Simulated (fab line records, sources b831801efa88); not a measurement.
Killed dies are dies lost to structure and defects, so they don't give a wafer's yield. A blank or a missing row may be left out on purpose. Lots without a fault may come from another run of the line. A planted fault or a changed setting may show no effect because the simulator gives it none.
Problem report in the 8D (eight disciplines) form, filled by code | flow sky130 | the parts of the form that need people (team, actions taken, sign-off) are left out

1. THE PROBLEM
VIA4_HDPCVD_THK at SKY_VIA4_THK_MEAS_01 reads a mean of 2215 nm on 3 wafers of 3 lots; wafers without a fault read 1753 nm with a standard deviation of 22. That is +21 standard deviations from the usual mean.
First seen on wafer L545.1, day 44 03:04, on film_metro-01. The record holds 35 wafers of 12 lots with a number at this step. Rule for "out", or "out of limits": more than 4 standard deviations from the usual mean. The other wafers with a number count as sound.

2. WHAT IT IS AND WHAT IT IS NOT
question                    | is                           | is not
which readings at this step | VIA4_HDPCVD_THK              | -
which lots                  | L545, L546, L548             | L540, L541, L555, L556, L557, L558, L559, L561, L562
which wafers of those lots  | L545.1, L546.1, L548.1       | L545.3, L545.6, L546.2, L546.3, L548.3
read on which gauges        | film_metro-01, film_metro-04 | film_metro-03
when                        | from day 44 03:04            | up to then (8 sound wafers); but 24 sound wafers of L546, L548, L555, L556, L557, L558, L559, L561, L562 came after

3. SUSPECTS, AND WHAT RULES EACH OUT
Counting: a tool at a process step up to the reading stays a suspect if it ran every lot that is out. Sound lots after the first of them don't rule it out here, since some wafers of a struck lot are sound.
- the gauge at SKY_VIA4_THK_MEAS_01: ruled out. The wafers that are out were read on 2 gauges (film_metro-01, film_metro-04).
- pvd_sputter-04 at SKY_METAL4_SPUTTER_04 (material TiN, target thk 70 nm, time 58.3 s): kept. It ran every lot that is out, first L545 (day 42 02:36); its last sound lot up to then is L541 (day 41 06:48).
- rie_diel-04 at SKY_METAL4_ETCH_17 (etches SiO2 in C4F8/O2/Ar, stops on TiN, time 3.9 s, target depth 15 nm): kept. It ran every lot that is out, first L545 (day 44 02:06); its last sound lot up to then is L540 (day 42 20:24).
- hdpcvd-02 at SKY_VIA4_HDPCVD_00 (deposits SiO2, target thk 1750 nm, time 291.7 s): kept. It ran every lot that is out, first L545 (day 44 02:53); its last sound lot up to then is L541 (day 43 10:05). Its own readings are out on those wafers: run_length_s.
Left after counting: pvd_sputter-04 at SKY_METAL4_SPUTTER_04, rie_diel-04 at SKY_METAL4_ETCH_17, hdpcvd-02 at SKY_VIA4_HDPCVD_00.

4. THE CAUSE (what the simulator had put in)
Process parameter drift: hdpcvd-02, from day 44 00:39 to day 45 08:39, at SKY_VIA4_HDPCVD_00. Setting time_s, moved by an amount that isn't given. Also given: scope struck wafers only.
Counting left 3 suspects, and this tool is among them.

5. THE CHAIN OF EFFECTS, in route order
Each row: a reading whose mean over the struck wafers that have a number lies more than 3 standard deviations from the usual. Only readings for which the record gives a usual standard deviation are gone through. hours: the time from each lot's start at the first step in this table that gives one to its start at this step, as a median over the lots. sigmas: the change in usual standard deviations.
hours | step                 | reading         | usual   | on struck wafers | change | sigmas
0     | SKY_VIA4_HDPCVD_00   | run_length_s    | 319.5 s | 392.4            | +72.9  | +99 or more
0     | SKY_VIA4_THK_MEAS_01 | VIA4_HDPCVD_THK | 1753 nm | 2215             | +462   | +21
The process steps in it:
- SKY_VIA4_HDPCVD_00: deposits SiO2, target thk 1750 nm, time 291.7 s.

6. WHAT WOULD HAVE CAUGHT IT SOONER
In this record the first reading out of limits at a measuring or inspecting step was taken at day 44 03:04, 2 hours after the fault began at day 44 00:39.
The tool's own readings at SKY_VIA4_HDPCVD_00 were out on every struck wafer that the step has a row for (run_length_s): an alarm limit on them would have fired on the first of those.
Of the lots that are out (3), L546, L548 began SKY_VIA4_HDPCVD_00 on hdpcvd-02 after day 44 03:04. A hold on the tool at that time would have spared those 2.
